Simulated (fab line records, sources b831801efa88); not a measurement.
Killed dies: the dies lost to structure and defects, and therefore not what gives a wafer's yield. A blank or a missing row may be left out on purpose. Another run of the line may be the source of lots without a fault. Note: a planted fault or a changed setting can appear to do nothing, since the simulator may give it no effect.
fab line records | flow sky130
record lots=15 wafers=45 last-day=51
route steps=708 shown RES_PROTECT@215 POLY_GATE@229 LDD_LDN@294 POLY_CUT@319
lots that met no fault: from a run of the same line without faults
start-h: the number of hours between the record's first day and the start of the first shown wafer of the lot | wait-h: hours from the lot's prior step to this one | " identical to the entry in the row above | L1.1+2: several wafers, shown together as one row | - no value, or no start was given | * or withheld: withheld | < > ~ a bound
route shown NAME@n: NAME is a module with steps in the file, n the number in the route of the first one | usual: average and standard deviation across the fault-free wafers | same: alike in all rows | chamber/n: place in a boat | sites: the reading at each site | _std_site: how widely they spread, as a standard deviation | _edge_site: inner sites' mean taken away from outer sites' mean | radius-mm: for every site, how far away it sits from the centre of the wafer | mask NAME#n: copy n | behind: the most recent tool/chamber to have shaped the wafer | hold: the reason the lot was held/the length of the hold in hours/how it ended | device: whichever transistor did not switch (one of n, p or np) | end of line: tests of these same wafers at the route's end | a step with no rows: only its recipe | killed: the dies lost at the first sort to structure and to defects; this is not the yield of the wafer | map: a wafer's dies, marking killed ones x, the rest . and places with no die _
set.NAME: the setting the step ran with; set.NAME@STEP: the setting that earlier step ran with | model.NAME: the simulator's own value behind a step, which no gauge read
route steps across a sampled set of lots; one table per step, one row per wafer
services: from which hour (start-h, from the record's first day; less than 0 if before it) a tool's chamber was out of use, for how many hours, and why
## steps
# step SKY_RES_PROTECT_TW_MEAS_08
# usual POLY_GATE_TW=4023/55
# columns lot.wafer tool chamber start-h wait-h POLY_GATE_TW
L965.3 film-metro-02 - 344.54 0.1 4090
L965.4 " - " " 4099
L965.5 " - " " 4124
L966.2 film-metro-01 - 364.85 0.1 3958
L966.3 " - " " 3953
L966.5 " - " " 3944
L968.2 film-metro-02 - 376.20 0.1 4050
L968.5 " - " " 4069
L968.6 " - " " 4081
L972.3 film-metro-04 - 404.26 0.1 3983
L972.5 " - " " 3976
L972.6 " - " " 3995
L973.4 film-metro-02 - 419.92 0.1 4054
L973.5 " - " " 4041
L973.6 " - " " 4038
L976.2 film-metro-02 - 447.78 0.1 4117
L976.3 " - " " 4100
L976.5 " - " " 4126
L978.3 film-metro-02 - 458.19 0.1 4053
L978.4 " - " " 4050
L978.6 " - " " 4082
L981.3 film-metro-02 - 490.11 0.1 4100
L981.4 " - " " 4084
L981.6 " - " " 4096
L982.3 film-metro-02 - 490.24 0.1 4096
L982.4 " - " " 4111
L982.5 " - " " 4083
L983.2 film-metro-01 - 501.05 0.1 3975
L983.4 " - " " 3990
L983.6 " - " " 4001
L984.3 film-metro-02 - 510.69 0.1 4116
L984.5 " - " " 4102
L984.6 " - " " 4098
L985.3 film-metro-04 - 511.06 0.1 3998
L985.4 " - " " 4011
L985.5 " - " " 3999
L987.1 film-metro-04 - 567.12 0.1 3992
L987.3 " - " " 3988
L987.6 " - " " 3974
L988.1 film-metro-01 - 568.14 0.1 3954
L988.2 " - " " 3965
L988.6 " - " " 3984
L986.2 film-metro-04 - 570.03 0.1 3984
L986.3 " - " " 3977
L986.4 " - " " 4013
# step SKY_POLY_GATE_ETCH_15
# recipe chemistry=N2/H2 target=BARC ion-energy-ev=200 source-w=500 bias-w=100 pressure-mtorr=30 n2-flow-sccm=100 h2-flow-sccm=200 stop-on=SiO2 time-s=118.5 target-depth-a=1100
# usual drypump-motor-current-A=6.0/0.35 h2-flow-sccm=200.0/0.6 oes-product-au=0.716/0.0046 throttle-valve-pct=13.213/0.009
# columns lot.wafer tool chamber start-h wait-h drypump-motor-current-A h2-flow-sccm oes-product-au rf-hours-counter-h throttle-valve-pct
L965.3 rie-diel-04 1 374.44 0.0 5.9 200.1 0.715 69 13.203
L965.4 " 2 " " 6.4 200.4 0.717 86 13.214
L965.5 " 2 " " 6.4 201.2 0.718 - 13.220
L966.2 rie-diel-02 1 395.07 0.0 5.7 199.8 0.719 15 13.204
L966.3 " 0 " " 6.0 200.6 0.716 22 13.200
L966.5 " 0 " " 6.0 199.9 0.713 - 13.195
L968.2 rie-diel-03 1 406.42 0.0 5.9 199.2 0.720 7 13.210
L968.5 " 2 " " 6.4 199.9 0.727 - 13.213
L968.6 " 3 " " 6.5 201.2 0.723 - 13.233
L972.3 rie-diel-02 2 435.54 0.0 5.8 200.7 0.717 65 13.223
L972.5 " 1 " " 5.7 200.3 0.715 - 13.215
L972.6 " 0 " " 6.0 199.8 0.720 - 13.211
L973.4 rie-diel-02 0 452.51 0.1 5.9 199.6 0.715 - 13.191
L973.5 " 3 " " 5.4 198.9 0.714 - 13.228
L973.6 " 1 " " 5.7 198.8 0.723 - 13.209
L976.2 rie-diel-04 2 480.29 0.0 6.5 200.1 0.709 87 13.224
L976.3 " 0 " " 5.7 199.9 0.719 6 13.214
L976.5 " 2 " " 6.5 200.3 0.717 - 13.195
L978.3 rie-diel-04 2 491.07 0.0 6.5 199.5 0.714 88 13.225
L978.4 " 3 " " 6.0 199.5 0.708 79 13.222
L978.6 " 1 " " 5.9 198.9 0.714 - 13.216
L981.3 rie-diel-03 0 522.19 0.0 5.5 199.1 0.719 6 13.213
L981.4 " 2 " " 6.4 200.4 0.720 13 13.245
L981.6 " 3 " " 6.4 200.1 0.719 - 13.211
L982.3 rie-diel-04 0 523.74 0.0 5.7 200.0 0.727 7 13.225
L982.4 " 0 " " 5.7 200.6 0.711 - 13.214
L982.5 " 3 " " 5.9 200.4 0.709 - 13.213
L983.2 rie-diel-03 3 533.94 0.0 6.5 199.6 0.714 47 13.210
L983.4 " 2 " " 6.4 201.2 0.712 13 13.209
L983.6 " 2 " " 6.4 200.5 0.709 - 13.207
L984.3 rie-diel-02 2 543.19 0.0 5.8 199.9 0.709 67 13.220
L984.5 " 1 " " 5.7 199.2 0.714 - 13.211
L984.6 " 2 " " 5.8 198.8 0.713 - 13.203
L985.3 rie-diel-03 0 544.19 0.0 5.6 200.8 0.709 6 13.216
L985.4 " 1 " " 5.9 200.2 0.715 9 13.221
L985.5 " 3 " " 6.4 199.9 0.721 - 13.201
L987.1 rie-diel-03 1 599.49 0.0 5.8 200.6 0.706 10 13.202
L987.3 " 0 " " 5.5 200.0 0.715 7 13.201
L987.6 " 3 " " 6.4 200.1 0.712 - 13.230
L988.1 rie-diel-02 3 600.22 0.0 5.4 199.1 0.704 13 13.204
L988.2 " 1 " " 5.7 200.3 0.712 19 13.204
L988.6 " 1 " " 5.7 200.4 0.710 - 13.213
L986.2 rie-diel-04 0 602.79 0.0 5.7 199.9 0.722 9 13.211
L986.3 " 3 " " 6.0 199.7 0.719 1 13.213
L986.4 " 2 " " 6.5 199.8 0.712 - 13.206
# step SKY_LDD_LDN_PEB_05
# recipe temp-c=withheld time-s=* resist=NOVOLAK
# usual chill-plate-temp-C=* exhaust-pa=45.0/0.85
# columns lot.wafer tool chamber start-h wait-h chill-plate-temp-C exhaust-pa
L965.3 litho-track-01 0 528.18 - * 44.0
L965.4 " 0 " " * 44.2
L965.5 " 0 " " * 44.1
L966.2 litho-track-01 0 557.91 - * 44.2
L966.3 " 0 " " * 44.4
L966.5 " 0 " " * 45.9
L968.2 litho-track-03 0 565.99 - * 46.1
L968.5 " 0 " " * 45.2
L968.6 " 0 " " * 46.8
L972.3 litho-track-04 0 590.69 - * 43.0
L972.5 " 0 " " * 45.0
L972.6 " 0 " " * 45.1
L973.4 litho-track-03 0 607.34 - * 45.3
L973.5 " 0 " " * 44.9
L973.6 " 0 " " * 44.9
L976.2 litho-track-04 0 635.06 - * 44.8
L976.3 " 0 " " * 45.7
L976.5 " 0 " " * 44.7
L978.3 litho-track-04 0 642.44 - * 44.9
L978.4 " 0 " " * 44.7
L978.6 " 0 " " * 45.2
L981.3 litho-track-04 - 671.74 - - -
L981.4 " - " " - -
L981.6 " - " " - -
L982.3 litho-track-03 - 673.07 - - -
L982.4 " - " " - -
L982.5 " - " " - -
L983.2 litho-track-04 - 684.46 - - -
L983.4 " - " " - -
L983.6 " - " " - -
L985.3 litho-track-01 0 694.13 - * 45.5
L985.4 " 0 " " * 45.0
L985.5 " 0 " " * 46.8
L984.3 litho-track-03 0 695.57 - * 45.3
L984.5 " 0 " " * 44.9
L984.6 " 0 " " * 47.3
L987.1 litho-track-03 0 743.32 - * 44.0
L987.3 " 0 " " * 44.2
L987.6 " 0 " " * 45.0
L988.1 litho-track-04 0 744.49 - * 45.6
L988.2 " 0 " " * 45.3
L988.6 " 0 " " * 46.3
L986.2 litho-track-03 0 747.29 - * 45.1
L986.3 " 0 " " * 45.6
L986.4 " 0 " " * 44.9
# step SKY_POLY_CUT_STRIP_12
# recipe chemistry=O2/N2 power-w=1400 pressure-mtorr=1500 platen-temp-c=withheld o2-flow-sccm=3000 n2-flow-sccm=300 overash-fraction=0.5
# usual drypump-motor-current-A=6.0/0.39 oes-product-au=0.453/0.0045 strip-time-to-endpoint-s=5.349/0.015
# columns lot.wafer tool chamber start-h wait-h drypump-motor-current-A oes-product-au rf-hours-counter-h strip-time-to-endpoint-s
L965.3 plasma-asher-04 1 561.51 0.1 5.8 0.455 - 5.354
L965.4 " 0 " " 6.3 0.453 - 5.354
L965.5 " 1 " " 5.8 0.455 - 5.358
L966.2 plasma-asher-03 1 591.83 0.0 5.5 0.455 87 5.345
L966.3 " 0 " " 6.6 0.451 - 5.340
L966.5 " 0 " " 6.6 0.446 - 5.359
L968.2 plasma-asher-01 1 598.23 0.0 6.0 0.448 15 5.347
L968.5 " 0 " " 5.8 0.452 - 5.358
L968.6 " 1 " " 6.0 0.454 - 5.333
L972.3 plasma-asher-04 0 624.56 0.1 6.4 0.450 - 5.359
L972.5 " 1 " " 5.7 0.450 - 5.356
L972.6 " 0 " " 6.4 0.458 - 5.337
L973.4 plasma-asher-01 0 639.66 0.1 5.8 0.460 - 5.354
L973.5 " 0 " " 5.8 0.453 - 5.369
L973.6 " 1 " " 6.0 0.449 - 5.349
L976.2 plasma-asher-03 1 666.28 0.0 5.4 0.455 94 5.349
L976.3 " 0 " " 6.6 0.450 - 5.375
L976.5 " 0 " " 6.6 0.450 - 5.346
L978.3 plasma-asher-03 0 673.28 0.1 6.6 0.453 - 5.336
L978.4 " 1 " " 5.4 0.449 - 5.338
L978.6 " 0 " " 6.6 0.454 - 5.348
L981.3 plasma-asher-01 0 702.71 0.1 5.8 0.445 - 5.356
L981.4 " 1 " " 6.0 0.449 - 5.331
L981.6 " 0 " " 5.8 0.447 - 5.353
L982.3 plasma-asher-04 0 704.41 0.1 6.3 0.457 - 5.360
L982.4 " 1 " " 5.8 0.458 - 5.348
L982.5 " 0 " " 6.4 0.453 - 5.325
L983.2 plasma-asher-03 1 715.23 0.0 5.4 0.463 98 5.337
L983.4 " 0 " " 6.6 0.452 - 5.336
L983.6 " 1 " " 5.4 0.456 - 5.345
L985.3 plasma-asher-03 1 725.26 0.1 5.4 0.450 - 5.360
L985.4 " 0 " " 6.6 0.453 - 5.345
L985.5 " 1 " " 5.5 0.445 - 5.342
L984.3 plasma-asher-01 1 725.96 0.1 6.0 0.451 - 5.380
L984.5 " 0 " " 5.8 0.455 - 5.389
L984.6 " 1 " " 6.0 0.459 - 5.351
L987.1 plasma-asher-01 0 774.97 0.0 5.8 0.459 31 5.369
L987.3 " 1 " " 6.0 0.448 - 5.371
L987.6 " 1 " " 6.0 0.458 - 5.375
L988.1 plasma-asher-03 0 776.23 0.0 6.6 0.457 3 5.327
L988.2 " 1 " " 5.5 0.453 3 5.347
L988.6 " 0 " " 6.6 0.457 - 5.344
L986.2 plasma-asher-04 0 777.58 0.0 6.4 0.457 97 5.344
L986.3 " 0 " " 6.3 0.454 - 5.321
L986.4 " 1 " " 5.8 0.447 - 5.346
## services
# columns tool chamber start-h hours kind
plasma-asher-01 - 362.83 4.4 repair
rie-diel-03 - 373.02 0.7 repair
rie-diel-04 3 374.65 3.3 repair
rie-diel-03 - 409.55 2.8 pm
plasma-asher-01 - 421.25 9.0 pm
rie-diel-04 3 442.66 3.4 repair
rie-diel-02 2 448.41 7.6 repair
plasma-asher-01 - 456.16 15.4 repair
rie-diel-02 1 467.17 3.1 repair
rie-diel-02 0 484.82 6.2 repair
rie-diel-04 - 506.22 0.4 repair
rie-diel-02 - 516.46 0.5 repair
rie-diel-04 - 539.64 1.1 repair
plasma-asher-03 - 541.40 10.2 repair
rie-diel-02 - 550.23 0.6 repair
rie-diel-02 0 579.77 1.2 repair
rie-diel-03 1 584.00 3.7 repair
rie-diel-02 0 602.26 2.3 repair
rie-diel-04 2 621.31 2.7 repair
rie-diel-03 3 626.52 2.3 repair
rie-diel-02 1 629.49 3.1 repair
plasma-asher-03 - 649.88 4.2 repair
plasma-asher-03 - 733.75 9.0 pm
plasma-asher-03 - 747.62 4.1 repair
## key
first-sign step=SKY_LDD_LDN_PEB_05 reading=tool-record direction=missing
effect none on later readings
met-at SKY_LDD_LDN_PEB_05
struck-lots L981,L982,L983
sort-left-out L981.3,L981.4,L981.6,L982.3,L982.4,L982.5,L983.2,L983.4,L983.6
tester-left-out L981,L982,L983
not-acting-at SKY_RES_PROTECT_TW_MEAS_08,SKY_POLY_GATE_ETCH_15,SKY_POLY_CUT_STRIP_12
onset-between 642.44 671.74
fault kind=skipped-step-whole tool=litho-track-03,litho-track-04 chamber=- onset-h=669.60 steps=SKY_LDD_LDN_PEB_05 scope=struck-lots-only
# tester-left-out: of these lots the tester's yield and bins aren't shown, on N5 and GAA mostly nor the transistor test; their killed dies are dies lost to structure and defects alone, not to doping, threshold or leakage, so they don't give the yield
# sort-left-out: the simulated sort isn't trusted on such a fault, so these wafers' sort isn't shown, and their yield isn't known
